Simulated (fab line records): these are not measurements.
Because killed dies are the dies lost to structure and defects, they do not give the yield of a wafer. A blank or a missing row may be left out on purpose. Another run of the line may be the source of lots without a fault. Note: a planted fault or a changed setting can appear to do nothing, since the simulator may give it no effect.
Comparing a struck lot with a sound one || flow sky130 || 44 out of 708 route steps
Sound: wafers L217.1, L217.3, L217.4. Wafers L221.3, L221.4 were the ones struck. The cause is named last.
Order at every step that has rows: each side's tool, ch and its chambers, its first start. Under that, the readings that differ: sound wafers || struck wafers || difference of the means || sigmas: that difference in standard deviations of wafers without a fault.
alike: a reading whose means differ by less than 2 such deviations, as well as words and numbers matching on both sides. not compared: withheld readings; readings where some wafer has no value; bounds like >300 that might hide an equal value; numbers whose values overlap and for which the record gives no deviation.
Wherever a step has rows on one side only, a row that says differs or no value, or a row with sigmas, the two part there. Non-overlapping numbers with no deviation appear without sigmas and do not part them. Lack of a reading on every wafer of one side parts them only where that side has two or more wafers.

first, 6 steps without rows for these wafers: SKY_VIA3_ETCH_15 (etches SiO2 in C4F8/O2/Ar, stops on TiN, target depth 507 nm, time 78 s); SKY_VIA3_STRIP_16 (strips in O2/N2); SKY_VIA3_STRIP_17 (strips in post etch residue remover, time 1200 s); SKY_VIA3_CLEAN_18 (cleans in IPA, time 180 s); SKY_VIA3_CLEAN_19 (cleans in O3/DIW); SKY_VIA3_SPUTTER_20 (material TiN, target thk 20 nm, time 80 s).
SKY_VIA3_CVD_21: deposits W, target thk 390 nm, time 117.31 s.
  sound on cvd_w-02 ch 0,1, day 42 01:26; struck on cvd_w-02 ch 0,1, day 42 19:08
  alike: chamber_pressure_Torr, heater_power_w
  not compared: since_wet_clean_h
SKY_VIA3_RS_MEAS_22: uses a four-point probe to measure.
  struck on film_metro-04, day 42 19:15; sound on film_metro-04, day 42 01:34
  alike: VIA3_W_RS
SKY_VIA3_THK_MEAS_23: measures by xrf.
  struck on film_metro-04, day 42 19:21; sound on film_metro-04, day 42 01:41
  alike: VIA3_W_THK
then, 2 steps without rows for these wafers: SKY_VIA3_CMP_24 (polishes, stops on SiO2, t overpolish 20 s, target thk 0 nm); SKY_METAL4_SPUTTER_00 (material Ti, target thk 15 nm, time 10 s).
SKY_METAL4_SPUTTER_01: material TiN, target thk 20 nm, time 16.7 s.
  struck on pvd_sputter-03, day 42 19:43; sound on pvd_sputter-04, day 42 02:17
  alike: throttle_valve_pct
SKY_METAL4_SPUTTER_02: material AlCu, target thk 735 nm, time 39.1 s.
  struck on pvd_sputter-03, day 42 19:44; sound on pvd_sputter-04, day 42 02:19
{"reading": "model.AlCu_of_METAL4_SPUTTER_02.thk_nm (nm)", "sound": "730.2 742.3 726.5", "struck": "947.9 931.4", "difference": "+206.6", "sigmas": ""}
  alike: throttle_valve_pct
SKY_METAL4_SPUTTER_03: material Ti, target thk 5 nm, time 3.3 s.
  struck on pvd_sputter-03, day 42 19:46; sound on pvd_sputter-04, day 42 02:22
  alike: throttle_valve_pct
SKY_METAL4_SPUTTER_04: material TiN, target thk 70 nm, time 58.3 s.
  struck on pvd_sputter-03, day 42 19:47; sound on pvd_sputter-04, day 42 02:23
  alike: throttle_valve_pct
then, 1 step without rows for these wafers: SKY_CAP2M_CVD_00 (deposits SiO2, target thk 15.5 nm).
SKY_CAP2M_THK_MEAS_01:
  struck on film_metro-03, day 42 19:53; sound on film_metro-02, day 42 02:27
  alike: CAP2M_CVD_00_THK
then, 1 step without rows for these wafers: SKY_CAP2M_SPUTTER_02 (material TiN, target thk 200 nm, time 166.7 s).
SKY_CAP2M_RS_MEAS_03: uses a four-point probe to measure.
  struck on film_metro-02, day 42 20:04; sound on film_metro-02, day 42 02:37
  alike: CAP2M_TIN_RS
SKY_CAP2M_THK_MEAS_04: measures by xrf.
  struck on film_metro-02, day 42 20:10; sound on film_metro-02, day 42 02:44
  alike: CAP2M_TIN_THK
then, 7 steps without rows for these wafers: SKY_CAP2M_DEHYDRATE_05 (time 60 s); SKY_CAP2M_HMDS_06 (prime time 60 s); SKY_CAP2M_COAT_07 (resist thk 1140 nm); SKY_CAP2M_SOFTBAKE_08 (time 60 s); SKY_CAP2M_EXPOSE_09 (exposes mask CAP2M, target cd 1000 nm); SKY_CAP2M_PEB_10; SKY_CAP2M_DEVELOP_11 (develop time 60 s).
SKY_CAP2M_OVL_MEAS_12:
  struck on overlay-01, day 43 18:42; sound on overlay-02, day 43 01:47
  alike: CAP2M_OVL
then, 1 step without rows for these wafers: SKY_CAP2M_METAL_ETCH_13 (etches TiN in Cl2/BCl3, stops on SiO2, target depth 220 nm, time 62.9 s).
SKY_CAP2M_STRIP_14: strips in O2/N2.
  sound on plasma_asher-02 ch 0,1, day 43 01:54; struck on plasma_asher-01 ch 0,1, day 43 18:50
  alike: drypump_motor_current_A, n2_flow_sccm, oes_product_au, strip_time_to_endpoint_s
  not compared: rf_hours_counter_h
then, 11 steps without rows for these wafers: SKY_CAP2M_STRIP_15 (strips in post etch residue remover, time 1200 s); SKY_CAP2M_CLEAN_16 (cleans in IPA, time 180 s); SKY_CAP2M_CLEAN_17 (cleans in O3/DIW); SKY_METAL4_DEHYDRATE_05 (time 60 s); SKY_METAL4_HMDS_06 (prime time 60 s); SKY_METAL4_COAT_07 (resist thk 60 nm); SKY_METAL4_COAT_08 (resist thk 1140 nm); SKY_METAL4_SOFTBAKE_09 (time 90 s); SKY_METAL4_EXPOSE_10 (exposes mask MM4, target cd 300 nm); SKY_METAL4_PEB_11; SKY_METAL4_DEVELOP_12 (develop time 60 s).
SKY_METAL4_CD_MEAS_13: the cd target is 300 nm.
  struck on cd_sem-01, day 44 17:46; sound on cd_sem-02, day 44 01:34
  alike: cd_nm
SKY_METAL4_METAL_ETCH_18: etches the open film in Cl2/BCl3, stops on SiO2, target depth 845 nm, time 183.1 s.
  sound on rie_metal-01 ch 0,1, day 44 01:52; struck on rie_metal-04 ch 0,1, day 44 18:05
{"reading": "oes_product_au (a.u.)", "sound": "0.865 0.875 0.864", "struck": "0.990 0.982", "difference": "+0.118", "sigmas": "+17"}
  alike: drypump_motor_current_A, throttle_valve_pct
  not compared: rf_hours_counter_h
-- the record jumps here: 4 days lie between the struck wafers' starts before and after (it left off in module METAL4 and takes up again in module PAD_OPEN, whose first step shown is number 708 of the route) --
SKY_PAD_OPEN_PROBE_99:
  struck on prober-01, day 48 10:21; sound on prober-01, day 47 18:17
{"reading": "model.etest.met4_comb.leak_log10_a_um", "sound": "-11.8 -12.01 -12.04", "struck": "-10.38 -9.234", "difference": "+2.14", "sigmas": ""}
{"reading": "model.etest.met4.line_ohm_um", "sound": "0.141 0.1378 0.1417", "struck": "0.109 0.1124", "difference": -0.029, "sigmas": ""}
{"reading": "model.etest.met4.rs_ohm_sq", "sound": "0.04346 0.04212 0.04338", "struck": "0.03304 0.03371", "difference": -0.00961, "sigmas": ""}
  not compared: hold

## WHERE THEY PART
Only at SKY_METAL4_METAL_ETCH_18, as far as this record shows.

WHY: what the simulator had put in
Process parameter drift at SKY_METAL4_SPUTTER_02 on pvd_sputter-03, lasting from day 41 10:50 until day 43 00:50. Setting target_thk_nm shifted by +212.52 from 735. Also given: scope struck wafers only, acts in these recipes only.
